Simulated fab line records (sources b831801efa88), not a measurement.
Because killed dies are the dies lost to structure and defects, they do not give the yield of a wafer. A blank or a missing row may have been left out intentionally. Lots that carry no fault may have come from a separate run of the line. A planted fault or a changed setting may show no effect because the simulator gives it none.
Chamber matching    flow gf180mcu    4 sister chambers for GF_V2_CMP_26 on cmp-02
The step polishes, stops on SiO2, t overpolish 15 s, target thk 0 nm. 27 wafers are shown with their chamber, then 12 later ones without.

== EACH WAFER AND ITS CHAMBER ==
wafer   chamber  motor-current-A (A)  time-to-endpoint-s (s)  overpolish-run-s (s)
L074.2  3        12.1                 89                      15.000
L074.4  2        13.8                 82                      14.983
L074.5  0        12.1                 84                      14.994
L075.1  0        13.5                 82                      15.017
L075.4  3        11.8                 86                      15.003
L075.6  1        9.0                  87                      14.992
L077.2  0        12.5                 87                      15.005
L077.3  2        13.7                 79                      15.005
L077.5  1        9.3                  88                      15.018
L078.1  3        12.1                 87                      15.014
L078.3  1        9.3                  89                      15.003
L078.6  2        12.7                 80                      15.000
L079.3  1        9.5                  86                      14.995
L079.5  3        12.5                 89                      15.000
L079.6  2        13.7                 80                      14.998
L081.1  0        12.7                 83                      15.001
L081.2  1        9.3                  87                      15.012
L081.6  0        12.9                 84                      14.984
L083.1  1        9.3                  87                      14.993
L083.4  2        13.7                 80                      15.003
L083.6  0        11.9                 85                      15.006
L086.1  0        12.5                 84                      15.004
L086.3  3        13.0                 88                      15.006
L086.6  1        9.5                  88                      14.968
L087.1  1        9.4                  90                      15.005
L087.5  3        12.3                 87                      15.019
L087.6  0        12.5                 84                      14.977

SIGNATURES, as means of the wafers listed above
reading             chamber 0  chamber 1  chamber 2  chamber 3  scatter within a chamber
motor-current-A     12.575     9.325      13.520     12.300     0.393
time-to-endpoint-s  84.12      87.75      80.20      87.67      1.29
overpolish-run-s    14.99850   14.99825   14.99780   15.00700   0.0122
Rule: for a wafer and a chamber, the distance is found by dividing, reading by reading, the gap between the wafer's reading and the chamber's mean by the reading's scatter, squaring, summing and taking the root. If the next closest chamber is less than 2 further off than the closest, the wafer can't be placed; otherwise it belongs to the closest. The scatter: the root of (the sum of the squares of (reading less its chamber's mean) over the shown wafers, divided by (wafers less chambers)).

== WAFERS WHOSE CHAMBER IS MISSING ==
wafer   motor-current-A (A)  time-to-endpoint-s (s)  overpolish-run-s (s)
L088.1  12.5                 84                      14.996
L088.3  11.9                 90                      14.988
L088.5  8.9                  86                      15.004
L089.1  8.9                  86                      15.007
L089.3  14.0                 81                      15.016
L089.4  12.7                 81                      15.009
L091.1  12.0                 80                      15.002
L091.4  13.3                 75                      14.997
L091.6  11.9                 84                      14.994
L092.4  13.3                 79                      15.003
L092.5  12.1                 87                      14.994
L092.6  12.4                 86                      15.005

== CHAMBER TAKEN BY EACH ==
wafer   from the rows above      in truth
L088.1  0                        0
L088.3  3                        3
L088.5  1                        1
L089.1  1                        1
L089.3  2                        2
L089.4  can't be placed: 2 or 0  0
L091.1  can't be placed: 0 or 2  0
L091.4  2                        2
L091.6  can't be placed: 0 or 3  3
L092.4  2                        2
L092.5  can't be placed: 3 or 0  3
L092.6  can't be placed: 3 or 0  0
Correct placement for 7 of the 12. These rows do not allow placing 5 (true chamber among the candidates in 5). Number placed wrongly: 0.
